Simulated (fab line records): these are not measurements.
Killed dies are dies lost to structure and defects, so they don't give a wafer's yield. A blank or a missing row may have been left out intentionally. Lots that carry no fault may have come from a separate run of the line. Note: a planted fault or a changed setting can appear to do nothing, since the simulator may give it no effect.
Chamber matching	flow sfq_line	4 sister chambers for SFQ_TRILAYER_I4_CMP_CMP_100 on cmp-01
The step polishes SiO2. 4 wafers are shown with their chamber, then 7 later ones without.

WAFERS, EACH WITH ITS CHAMBER
wafer	chamber	motor_current_A (A)
L449.6	1	11.2
L460.3	2	9.6
L463.1	3	10.2
L463.2	0	9.2

WAFERS WITH NO CHAMBER GIVEN
wafer	motor_current_A (A)
L463.5	10.1
L464.1	8.8
L464.5	9.4
L464.6	9.5
L466.2	9.7
L466.4	9.9
L466.5	10.0

WHICH CHAMBER EACH WENT THROUGH
wafer	from the rows above	in truth
L463.5	can't be placed: 3 or 2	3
L464.1	can't be placed: 0 or 2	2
L464.5	can't be placed: 2 or 0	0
L464.6	can't be placed: 2 or 0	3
L466.2	can't be placed: 2 or 0 or 3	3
L466.4	can't be placed: 3 or 2 or 0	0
L466.5	can't be placed: 3 or 2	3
0 of 7 placed correctly. Unplaceable from these rows: 7, with the true chamber sitting among the candidates in 6. Placed wrongly: 0.
How it was worked out, from the rows above alone: a wafer's distance from a chamber is the root of the sum, over the readings, of the square of ((its reading less the chamber's mean) divided by the reading's scatter). If the next closest chamber is less than 2 further off than the closest, the wafer can't be placed; otherwise it belongs to the closest. For every chamber, the mean is computed from those of its wafers that are shown. The scatter (one wafer shown for each chamber): square how far every hidden wafer sits from the nearest shown wafer, average those squares and take the square root.
